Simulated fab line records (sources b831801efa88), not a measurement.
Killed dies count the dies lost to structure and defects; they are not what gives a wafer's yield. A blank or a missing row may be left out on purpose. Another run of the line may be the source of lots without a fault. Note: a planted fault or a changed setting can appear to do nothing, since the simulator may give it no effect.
Which tool was responsible? | flow gf180mcu | 18 wafers from 6 lots sampled at 3 of the route's 602 steps

## WHAT THE GAUGES READ, wafer by wafer
GF_HV_LDD_OVL_MEAS_20.
lot  | measured     | on         | HV_LDD_01_OVL (nm)
L736 | day 11 10:20 | overlay-01 | 1.8 2.4 2.0
L745 | day 14 08:58 | overlay-01 | -99.0 -98.7 -99.6
L749 | day 15 17:22 | overlay-01 | 1.1 1.8 1.5
L751 | day 16 03:50 | overlay-02 | 0.6 0.6 -1.3
L753 | day 16 19:47 | overlay-02 | -0.3 0.0 0.2
L757 | day 18 02:23 | overlay-01 | 2.2 0.3 1.4

## WHICH TOOL RAN EACH LOT (tool, then ch and the chambers of the sampled wafers, then the start)
lot  | GF_HV_LDD_STRIP_10                   | GF_HV_LDD_EXPOSE_16
L736 | plasma asher-02 ch 1, day 10 15:49   | iline stepper-01 ch 0, day 11 01:11
L745 | plasma asher-01 ch 0,1, day 13 12:50 | iline stepper-01 ch 0, day 13 22:47
L749 | plasma asher-02 ch 0,1, day 14 19:28 | iline stepper-02 ch 0, day 15 06:40
L751 | plasma asher-01 ch 0,1, day 15 06:15 | iline stepper-02 ch 0, day 15 17:28
L753 | plasma asher-03 ch 0,1, day 15 22:01 | iline stepper-02 ch 0, day 16 09:21
L757 | plasma asher-01 ch 0,1, day 17 03:21 | iline stepper-02 ch 0, day 17 14:53
- GF_HV_LDD_STRIP_10: strips in O2/N2.
- GF_HV_LDD_EXPOSE_16: exposes mask Pplus LV AREA, target cd 400 nm.

## THE ANSWER, worked out from the rows above alone
Rule: what is usual is taken from the lots themselves. Put in order of their means at a reading, lots are off if they are a third of the lots or fewer, leave a main group of 4 or more, and stand apart from it by a gap of 3 or more times the standard deviation of the main group's means; of several such gaps the widest counts. A main group whose means are all the same, to the digits that the tables above print for the reading, isn't used. Also off: a lot with no number at a reading for which 4 or more lots have one. All remaining lots with rows at the step are treated as sound.
Off: at GF_HV_LDD_OVL_MEAS_20 (HV_LDD_01_OVL), L745. The main group: mean 1.0 nm, standard deviation 0.85.
A tool fits if, at a process step before that reading, it ran every lot that is off, and no sound lot after the first of them. The gauges at GF_HV_LDD_OVL_MEAS_20 are tried like those tools. One fits: iline stepper-01 at GF_HV_LDD_EXPOSE_16. Its last sound lot is L736 (day 11 01:11), its first lot that is off L745 (day 13 22:47): a fault that began between those two fits.

## WHAT THE SIMULATOR PUT IN
Scanner matching overlay: iline stepper-01, from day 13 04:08 on, at GF_HV_LDD_EXPOSE_16. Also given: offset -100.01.
Struck lots among those shown: L745. The rule above found the same.
